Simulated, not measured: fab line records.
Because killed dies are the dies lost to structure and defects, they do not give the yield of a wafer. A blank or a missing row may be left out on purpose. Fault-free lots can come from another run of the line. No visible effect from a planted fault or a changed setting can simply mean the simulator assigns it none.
Comparing a struck lot with a sound one / flow gf180mcu / 30 out of 602 route steps
Sound: the wafers L309.2, L309.5, L309.6. The struck wafers were L320.4, L320.5, L320.6. The cause is named last.
Order at every step that has rows: each side's tool, ch and its chambers, its first start. Under that, the readings that differ: sound wafers / struck wafers / difference of the means / sigmas: that difference in standard deviations of wafers without a fault.
alike: same words and numbers on both sides, and readings whose means sit less than 2 such deviations apart. not compared: any withheld reading, any reading some wafer has no value for, any bound like >300 that may hide the same value, and any number with overlapping values for which the record gives no deviation.
A row with sigmas, a row that says differs or no value, or rows on one side alone: a step with any of these is where the two part. Non-overlapping numbers with no deviation appear without sigmas and do not part them. Lack of a reading on every wafer of one side parts them only where that side has two or more wafers.

GF_STI_BOW_MEAS_00:
  sound on film-metro-01 at day 2 01:01; struck on film-metro-01 at day 4 08:04
  alike: INCOMING_BOW
GF_STI_OXIDATION_01: stabilise 600 s, purge 300 s, target thk 10 nm.
  sound on furnace-01 ch 0, day 2 01:07; struck on furnace-01 ch 0, day 4 08:29
reading=ox-time-s (s); sound=1418 1418 1418; struck=1134.4 1134.4 1134.4; difference=-283.6; sigmas=
reading=model.SiO2_of_STI_OXIDATION_01.thk-nm (nm); sound=10.69 10.65 10.54; struck=9.013 9.013 9.06; difference=-1.598; sigmas=
  alike: zone-power-upper-pct
GF_STI_THK_MEAS_02:
  sound on film-metro-04 at day 2 02:32; struck on film-metro-02 at day 4 09:55
reading=STI_OXIDATION_THK (nm); sound=10.70 10.64 10.54; struck=9.09 9.02 9.04; difference=-1.58; sigmas=-7
then, 1 step without rows for these wafers: GF_STI_CVD_03 (deposits Si3N4 from DCS/NH3, target thk 207.16 nm, time 3551 s).
GF_STI_THK_MEAS_04:
  sound on film-metro-04 at day 2 04:34; struck on film-metro-01 at day 4 11:58
  alike: STI_CVD_03_THK
then, 7 steps without rows for these wafers: GF_STI_DEHYDRATE_05 (time 60 s); GF_STI_HMDS_06 (prime time 60 s); GF_STI_COAT_07 (resist thk 700 nm); GF_STI_SOFTBAKE_08 (time 60 s); GF_STI_EXPOSE_09 (exposes mask COMP, target cd 220 nm); GF_STI_PEB_10 (peb time 90 s); GF_STI_DEVELOP_11 (develop time 60 s).
GF_STI_CD_MEAS_12: the cd target is 220 nm.
  sound on cd-sem-01 at day 2 15:41; struck on cd-sem-01 at day 5 00:58
  alike: cd-nm
GF_STI_ETCH_13: etches the open film in CHF3/O2, stops on Si, target depth 282.31 nm, time 112.9 s.
  sound on rie-diel-01 ch 0,3, day 2 15:47; struck on rie-diel-01 ch 0,2,3, day 5 01:02
  alike: drypump-motor-current-A, oes-product-au, throttle-valve-pct
  not compared: rf-hours-counter-h
GF_STI_ETCH_14: etches Si in HBr/Cl2/O2, target depth 360 nm, time 102.9 s.
  sound on rie-si-02 ch 0,1,3, day 2 15:52; struck on rie-si-01 ch 0,1,3, day 5 01:08
  alike: drypump-motor-current-A, mfc-cl2-sccm, oes-product-au, throttle-valve-pct
  not compared: rf-hours-counter-h
GF_STI_STRIP_15: strips in O2/N2.
  sound on plasma-asher-01 ch 0,1, day 2 15:56; struck on plasma-asher-03 ch 0,1, day 5 01:13
  alike: drypump-motor-current-A, heater-power-w, oes-product-au, strip-time-to-endpoint-s
  not compared: rf-hours-counter-h
then, 6 steps without rows for these wafers: GF_STI_CLEAN_16 (cleans in dHF, time 25 s); GF_STI_WET_ETCH_17 (etches Si3N4 in H3PO4, target depth 45 nm, time 514 s); GF_STI_CLEAN_18 (cleans in SC1/SC2, time 150 s); GF_STI_CLEAN_19 (cleans in dHF, time 20 s); GF_STI_WET_ETCH_20 (etches SiO2 in dHF, target depth 20 nm, time 400 s); GF_STI_OXIDATION_21 (stabilise 600 s, purge 300 s, target thk 15 nm).
GF_STI_THK_MEAS_22:
  sound on film-metro-02 at day 2 17:45; struck on film-metro-01 at day 5 02:47
  alike: STI_OXIDATION_01_THK
then, 1 step without rows for these wafers: GF_STI_CVD_23 (deposits SiO2, target thk 650 nm, time 108.3 s).
GF_STI_THK_MEAS_24:
  sound on film-metro-01 at day 2 17:53; struck on film-metro-02 at day 5 02:56
  alike: STI_CVD_23_THK
GF_STI_CMP_25: polishes, stops on Si3N4, t overpolish 33 s, target thk 524.6 nm.
  sound on cmp-01 ch 1,2,3, day 2 18:02; struck on cmp-02 ch 0,1,3, day 5 03:04
  alike: motor-current-A
then, 1 step without rows for these wafers: GF_STI_WET_ETCH_26 (etches SiO2 in dHF, target depth 94 nm, time 188 s).
GF_STI_WET_ETCH_27: etches Si3N4 in H3PO4, target depth 160 nm, time 1825 s.
  sound on wet-bench-04 ch 3, day 2 18:18; struck on wet-bench-03 ch 2, day 5 03:19
reading=model.SiO2_of_STI_OXIDATION_01.thk-nm (nm); sound=10.62 10.58 10.47; struck=8.94 8.94 8.987; difference=-1.60; sigmas=
  alike: bath-guard-temp-C
then, 2 steps without rows for these wafers: GF_STI_WET_ETCH_28 (etches SiO2 in dHF, target depth 20 nm, time 40 s); GF_PASSIVATION_PROBE_99.

## WHERE THEY PART
Within this record, at GF_STI_THK_MEAS_02 only. Later steps at which nothing parts them and some readings are alike: GF_STI_THK_MEAS_04, GF_STI_CD_MEAS_12, GF_STI_ETCH_13, GF_STI_ETCH_14, GF_STI_STRIP_15, GF_STI_THK_MEAS_22, GF_STI_THK_MEAS_24, GF_STI_CMP_25, GF_STI_WET_ETCH_27.

WHY: whatever the simulator had introduced
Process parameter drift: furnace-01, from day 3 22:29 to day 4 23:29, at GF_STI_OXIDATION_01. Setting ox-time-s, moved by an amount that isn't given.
